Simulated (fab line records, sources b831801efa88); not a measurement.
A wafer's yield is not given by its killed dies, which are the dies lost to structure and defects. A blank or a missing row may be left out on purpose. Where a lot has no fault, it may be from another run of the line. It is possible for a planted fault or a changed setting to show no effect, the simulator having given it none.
What tool caused it? | flow sky130 | 10 lots with 30 wafers sampled at 5 steps, on a route of 708 steps

## WHAT EACH GAUGE READ, for each wafer
SKY_VIA4_RS_MEAS_19: a four-point-probe measurement.
lot  | measured     | on            | VIA4_W_RS (ohm/sq)
L388 | day 43 07:11 | film metro-02 | 0.2261 0.2210 0.2226
L390 | day 43 16:23 | film metro-01 | 0.2286 0.2270 0.2274
L396 | day 45 12:03 | film metro-02 | 0.2245 0.2211 0.2255
L395 | day 45 13:56 | film metro-02 | 0.2312 0.2322 0.2279
L401 | day 46 15:28 | film metro-03 | 0.2243 0.2237 0.2253
L404 | day 47 15:04 | film metro-03 | 0.2271 0.2275 0.2259
L406 | day 47 23:02 | film metro-03 | 0.2234 0.2236 0.2244
L407 | day 48 02:16 | film metro-03 | 0.2294 0.2288 0.2294
L408 | day 48 06:19 | film metro-02 | 0.2254 0.2248 0.2269
L409 | day 48 08:02 | film metro-03 | 0.2274 0.2271 0.2281

SKY_PASSIVATION_THK_MEAS_01.
lot  | measured     | on            | PASSIVATION_CVD_00_THK (nm)
L388 | day 44 07:31 | film metro-01 | 88.5 89.7 89.0
L390 | day 44 16:19 | film metro-04 | 65.9 64.9 65.0
L396 | day 46 10:23 | film metro-01 | 89.7 88.9 91.2
L395 | day 46 12:17 | film metro-01 | 65.6 66.0 66.4
L401 | day 47 13:39 | film metro-02 | 87.5 88.6 89.0
L404 | day 48 12:05 | film metro-02 | 89.9 89.8 89.3
L406 | day 48 18:59 | film metro-02 | 89.2 88.9 91.4
L407 | day 48 21:53 | film metro-04 | 90.5 90.0 91.5
L408 | day 49 01:44 | film metro-04 | 89.2 89.9 90.5
L409 | day 49 03:46 | film metro-04 | 91.2 92.2 90.9

## WHICH TOOL RAN EACH LOT (tool, then ch and the chambers of the sampled wafers, then the start)
lot  | SKY_METAL3_ETCH_17                 | SKY_METAL4_SPUTTER_01        | SKY_PASSIVATION_CVD_00
L388 | rie diel-01 ch 1,3, day 39 00:41   | pvd sputter-04, day 40 04:53 | pecvd-04 ch 0,2, day 44 07:28
L390 | rie diel-04 ch 0,2,3, day 39 10:47 | pvd sputter-03, day 40 14:29 | pecvd-04 ch 0,1,2, day 44 16:17
L396 | rie diel-03 ch 0,2,3, day 41 11:41 | pvd sputter-04, day 42 14:40 | pecvd-02 ch 0,1, day 46 10:22
L395 | rie diel-01 ch 0,1,2, day 41 13:35 | pvd sputter-03, day 42 16:17 | pecvd-04 ch 0,1, day 46 12:16
L401 | rie diel-04 ch 0,1,2, day 42 20:02 | pvd sputter-03, day 43 21:11 | pecvd-01 ch 0,1, day 47 13:37
L404 | rie diel-03 ch 0,3, day 43 20:08   | pvd sputter-02, day 44 22:08 | pecvd-02 ch 0,1, day 48 12:04
L406 | rie diel-03 ch 0,1,3, day 44 05:53 | pvd sputter-04, day 45 07:25 | pecvd-01 ch 0,1, day 48 18:58
L407 | rie diel-04 ch 1,3, day 44 10:17   | pvd sputter-03, day 45 11:07 | pecvd-04 ch 1,2, day 48 21:52
L408 | rie diel-01 ch 0,1, day 44 14:29   | pvd sputter-04, day 45 14:34 | pecvd-04 ch 0,1, day 49 01:43
L409 | rie diel-01 ch 0,2,3, day 44 17:23 | pvd sputter-03, day 45 18:08 | pecvd-04 ch 1,2, day 49 03:44
- SKY_METAL3_ETCH_17: etches SiO2 in C4F8/O2/Ar, stops on TiN, time 3.9 s, target depth 15 nm.
- SKY_METAL4_SPUTTER_01: material TiN, target thk 20 nm, time 16.7 s.
- SKY_PASSIVATION_CVD_00: deposits SiO2, target thk 90 nm.

## AS READ BY THE TOOLS THEMSELVES (means over the sampled wafers that have a number; for cases with no such wafer, the mark the record gives instead)
SKY_METAL3_ETCH_17.
lot  | tool        | chamber pressure mTorr (mTorr) | oes product au (a.u.)
L388 | rie diel-01 | 40.03                          | 0.759
L390 | rie diel-04 | 40.00                          | 0.759
L396 | rie diel-03 | 40.02                          | 0.753
L395 | rie diel-01 | 39.97                          | 0.751
L401 | rie diel-04 | 40.06                          | 0.756
L404 | rie diel-03 | 40.00                          | 0.759
L406 | rie diel-03 | 40.02                          | 0.755
L407 | rie diel-04 | 40.01                          | 0.756
L408 | rie diel-01 | 40.03                          | 0.752
L409 | rie diel-01 | 40.00                          | 0.761

SKY_METAL4_SPUTTER_01.
lot  | tool           | throttle valve pct (%)
L388 | pvd sputter-04 | 31.0
L390 | pvd sputter-03 | 29.9
L396 | pvd sputter-04 | 30.8
L395 | pvd sputter-03 | 30.1
L401 | pvd sputter-03 | 30.5
L404 | pvd sputter-02 | 29.1
L406 | pvd sputter-04 | 30.7
L407 | pvd sputter-03 | 30.0
L408 | pvd sputter-04 | 30.8
L409 | pvd sputter-03 | 30.8

SKY_PASSIVATION_CVD_00.
lot  | tool     | heater power w (W)
L388 | pecvd-04 | 683
L390 | pecvd-04 | 629
L396 | pecvd-02 | 627
L395 | pecvd-04 | 635
L401 | pecvd-01 | 1011
L404 | pecvd-02 | 753
L406 | pecvd-01 | 949
L407 | pecvd-04 | 674
L408 | pecvd-04 | 617
L409 | pecvd-04 | 601

## THE ANSWER, worked out from the rows above alone
Rule: what is usual is taken from the lots themselves. Put in order of their means at a reading, lots are off if they are a third of the lots or fewer, leave a main group of 4 or more, and stand apart from it by a gap of 3 or more times the standard deviation of the main group's means; of several such gaps the widest counts. The tables above print the reading to a certain number of digits; a main group whose means all agree to those digits is not used. A lot without any number at a reading at which 4 lots or more have one is off too. Where the step has rows for the other lots, those lots are counted as sound. The gauges are gone through in route order, then the tools' own readings, and for those a lot's mean is taken as printed above. The first step at which some lot is off is used, and at that step the reading that is off furthest; a lot without a number counts as furthest.
Off: L390, L395, seen at SKY_PASSIVATION_THK_MEAS_01 (PASSIVATION_CVD_00_THK). The main group: mean 89.9 nm, standard deviation 0.87.
If a tool, at a process step before that reading, ran all the lots that are off and no sound lot after the first of them, it fits. Those tools and the gauges at SKY_PASSIVATION_THK_MEAS_01 are tried in the same way. Of those tried, none fits.

## WHAT THE SIMULATOR HAD PUT IN
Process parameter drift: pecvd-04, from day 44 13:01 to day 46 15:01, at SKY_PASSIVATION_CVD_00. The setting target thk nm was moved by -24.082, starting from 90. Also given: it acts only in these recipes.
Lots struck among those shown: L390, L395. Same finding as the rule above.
